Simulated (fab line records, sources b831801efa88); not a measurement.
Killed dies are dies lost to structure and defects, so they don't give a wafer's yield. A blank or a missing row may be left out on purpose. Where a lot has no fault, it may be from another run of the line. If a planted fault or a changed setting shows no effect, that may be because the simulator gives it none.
Split-lot study ; flow gf180mcu ; 5 lots, 23 wafers read, on a route of 602 steps

== ABOUT THE SPLIT ==
At GF_PASSIVATION_STRIP_12 (strips in O2/N2), the setting power_w was moved away from the recipe's 1400 W on 7 of the 23 wafers read, by -8.0% to -6.4%. This setting was run at the recipe's value on the other wafers.

Reading taken at the split's own step.

== THE READING ==
oes_product_au, in a.u., at GF_PASSIVATION_STRIP_12 (strips in O2/N2). A value of 0.720 a.u. with a standard deviation of 0.0044 a.u. is what fault-free wafers of this fab line usually give.

wafer;tool, chamber at the split;power_w as run, W;against the recipe;oes_product_au, a.u.;against lot-mates on the recipe
L074.1;plasma_asher-01, 1;1288;-8.0%;0.679;-0.041
L074.3;plasma_asher-01, 0;1288;-8.0%;0.680;-0.040
L074.4;plasma_asher-01, 1;1400;recipe;0.720;-
L074.5;plasma_asher-01, 0;1400;recipe;0.720;-
L074.6;plasma_asher-01, 1;1400;recipe;0.721;-
L076.1;plasma_asher-01, 0;1310;-6.4%;0.691;-0.033
L076.2;plasma_asher-01, 1;1400;recipe;0.723;-
L076.3;plasma_asher-01, 1;1310;-6.4%;0.691;-0.033
L076.5;plasma_asher-01, 0;1310;-6.4%;0.689;-0.035
L076.6;plasma_asher-01, 1;1400;recipe;0.725;-
L078.1;plasma_asher-02, 0;1400;recipe;0.722;-
L078.2;plasma_asher-02, 1;1400;recipe;0.721;-
L078.3;plasma_asher-02, 1;1400;recipe;0.720;-
L078.4;plasma_asher-02, 0;1293;-7.6%;0.692;-0.029
L078.5;plasma_asher-02, 1;1293;-7.6%;0.690;-0.031
L079.1;plasma_asher-02, 0;1400;recipe;0.717;-
L079.4;plasma_asher-02, 1;1400;recipe;0.720;-
L079.6;plasma_asher-02, 0;1400;recipe;0.717;-
L085.1;plasma_asher-04, 1;1400;recipe;0.724;-
L085.2;plasma_asher-04, 0;1400;recipe;0.721;-
L085.3;plasma_asher-04, 1;1400;recipe;0.723;-
L085.4;plasma_asher-04, 0;1400;recipe;0.718;-
L085.6;plasma_asher-04, 0;1400;recipe;0.719;-

FIT RESULTS
A straight line over all 23 wafers: oes_product_au changes by +0.0046 a.u. for each +1% of power_w; r = +0.98; the points scatter about the line by 0.003 a.u.
The same after taking each lot's own level away (the mean of its wafers on the recipe; 23 wafers): +0.00477 a.u. for each +1%; r = +0.99; scatter 0.0028 a.u.
That fit puts the effect of the largest move of power_w on the reading at 0.038 a.u.
The lots' own levels span 0.7180 to 0.7240 a.u., that is 1.4 times the standard deviation above.
The two slopes agree, so the slope changes little with the lot-to-lot level.
Check: for one of the wafers moved furthest among these (-8.0%), held out of the fit, the line's prediction against its lot-mates is -0.0375 a.u. Against them it came out at -0.0413 a.u.
Tool readings at the split's step, against how far the setting was moved: oes_product_au r = +0.98; strip_time_to_endpoint_s r = -0.97.

== THE WHOLE CHAIN: every reading that the file lists as answering this split, in the file's order ==
step;what it does;reading;change (the file's fit);r (the file's)
GF_PASSIVATION_STRIP_12;strips in O2/N2;oes_product_au;+0.00472 a.u. for each +1% of the setting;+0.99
GF_PASSIVATION_STRIP_12;strips in O2/N2;strip_time_to_endpoint_s;withheld for each +1% of the setting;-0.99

== FILE'S OWN FIT ==
oes_product_au changes by +0.00472 a.u. for each +1% of power_w, r = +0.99.
